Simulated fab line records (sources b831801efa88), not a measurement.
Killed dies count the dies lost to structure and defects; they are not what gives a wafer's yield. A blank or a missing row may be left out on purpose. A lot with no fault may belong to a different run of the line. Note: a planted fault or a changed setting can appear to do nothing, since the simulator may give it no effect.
Problem report in the 8D (eight disciplines) form, filled by code / flow gf180mcu / the parts of the form that need people (team, actions taken, sign-off) are left out

## 1. WHAT IS WRONG
SAB_CVD_00_THK at GF_SAB_THK_MEAS_01 reads a mean of 63.6 nm on 2 wafers of 2 lots; wafers without a fault read 50.2 nm with a standard deviation of 0.57. That puts it +24 standard deviations away from the usual mean.
Seen first at day 21 02:45 on filmMetro-04, wafer L721.6. The record holds 42 wafers of 14 lots with a number at this step. The rule behind "out" and "out of limits": a value lying over 4 standard deviations away from the usual mean. Any other wafer with a number is counted as sound.

## 2. WHAT IT IS, WHAT IT ISN'T
question=which readings at this step | is=SAB_CVD_00_THK | is not=-
question=which lots | is=L721, L722 | is not=L702, L703, L705, L707, L709, L710, L711, L712, L713, L714, L724, L725
question=which wafers of those lots | is=L721.6, L722.2 | is not=L721.1, L721.2, L722.4, L722.6
question=read on which gauges | is=filmMetro-04 | is not=filmMetro-02, filmMetro-03
question=when | is=from day 21 02:45 | is not=up to then (32 sound wafers); but 8 sound wafers of L722, L724, L725 came after

## 3. THE SUSPECTS, EACH WITH WHAT RULES IT OUT
Counting: any tool at a process step up to the reading remains a suspect provided it ran every lot that is out. Sound lots after the first of them don't rule it out here, since some wafers of a struck lot are sound.
- the gauge at GF_SAB_THK_MEAS_01: kept. All the wafers that are out were read on filmMetro-04, and no step on other tools shows them out.
- pecvd-01 at GF_SAB_CVD_00 (deposits SiO2 from TEOS, target thk 50 nm, time 4.9302 s): kept. Ran every lot that is out, first one L721 (day 21 02:44); last sound lot up to then L713 (day 18 03:38).
- At GF_SAB_CVD_00, inside pecvd-01: chamber 0 took the wafers that are out, while their sound lot-mates went through chambers 1, 2.
Left after counting: pecvd-01 at GF_SAB_CVD_00, filmMetro-04 at GF_SAB_THK_MEAS_01.

## 4. THE CAUSE (what the simulator had put in)
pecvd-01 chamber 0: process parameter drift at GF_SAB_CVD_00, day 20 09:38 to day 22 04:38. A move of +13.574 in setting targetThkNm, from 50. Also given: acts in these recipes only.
Of the 2 suspects that counting leaves, this tool is one.

## 5. SEQUENCE OF EFFECTS, ordered by route
Rows list readings where the struck wafers' mean (over those with a number) sits beyond 3 standard deviations from the usual. Readings are gone through only where the record gives a usual standard deviation; hours: the median, over the lots, of the time from a lot's start at the first step in this table giving one to that lot's start at this step; sigmas: the change measured in usual standard deviations.
hours=0; step=GF_SAB_THK_MEAS_01; reading=SAB_CVD_00_THK; usual=50.2 nm; on struck wafers=63.6; change=+13.4; sigmas=+24

## 6. HOW IT WOULD HAVE BEEN CAUGHT EARLIER
Counted from the fault's start at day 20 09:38, it took 17 hours until the first out-of-limits reading at a measuring or inspecting step in this record, taken at day 21 02:45.
Tool readings at GF_SAB_CVD_00 with a usual standard deviation given in the record: none out on any struck wafer, hence no alarm at a limit of 4 standard deviations on them.
Of the lots that are out (2), L722 began GF_SAB_CVD_00 on pecvd-01 after day 21 02:45. Had the tool been put on hold then, it would have been spared.
